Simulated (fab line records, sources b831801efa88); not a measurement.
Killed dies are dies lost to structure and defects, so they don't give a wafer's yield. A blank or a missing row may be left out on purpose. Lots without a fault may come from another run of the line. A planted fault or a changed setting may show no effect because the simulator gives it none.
One fault seen from 2 desks | flow sky130 | each desk has only its own numbers; what lay behind them comes last

THE TOOL OWNER'S DESK: pvd_sputter-03
The tool's own readings at SKY_METAL4_SPUTTER_04 (material TiN, target thk 70 nm, time 58.3 s): means of the sampled wafers that have a number, for each lot that ran on this tool. A lot is out of limits, marked OUT, if its mean lies more than 4 standard deviations from the usual mean; the brackets give that distance.
Columns: A = throttle_valve_pct at SKY_METAL4_SPUTTER_04, usual 30.0 %
lot  | first seen here | A
L211 | day 39 10:01    | 29.4
L216 | day 41 07:14    | 30.3
L223 | day 43 10:59    | 29.7
L228 | day 44 15:26    | 30.1
This desk's finding: nothing out of limits on any of the 4 lots.

THE METROLOGY DESK
What the gauges read, lot by lot, whatever tool the lot ran on: means of the sampled wafers that have a number. A lot is out of limits, marked OUT, if its mean lies more than 4 standard deviations from the usual mean; the brackets give that distance.
Columns: A = VIA3_W_RS at SKY_VIA3_RS_MEAS_22, usual 0.294 ohm/sq; B = VIA3_W_THK at SKY_VIA3_THK_MEAS_23, usual 396 nm
lot  | first seen here | A     | B
L211 | day 39 09:20    | 0.296 | 397
L216 | day 41 06:41    | 0.298 | 392
L217 | day 42 07:00    | 0.290 | 402
L223 | day 43 10:24    | 0.294 | 394
L228 | day 44 14:43    | 0.299 | 386
This desk's finding: nothing out of limits on any of the 5 lots.

PUT TOGETHER
The tool owner's desk saw nothing out of limits.
The metrology desk saw nothing out of limits.

WHAT THE SIMULATOR HAD PUT IN
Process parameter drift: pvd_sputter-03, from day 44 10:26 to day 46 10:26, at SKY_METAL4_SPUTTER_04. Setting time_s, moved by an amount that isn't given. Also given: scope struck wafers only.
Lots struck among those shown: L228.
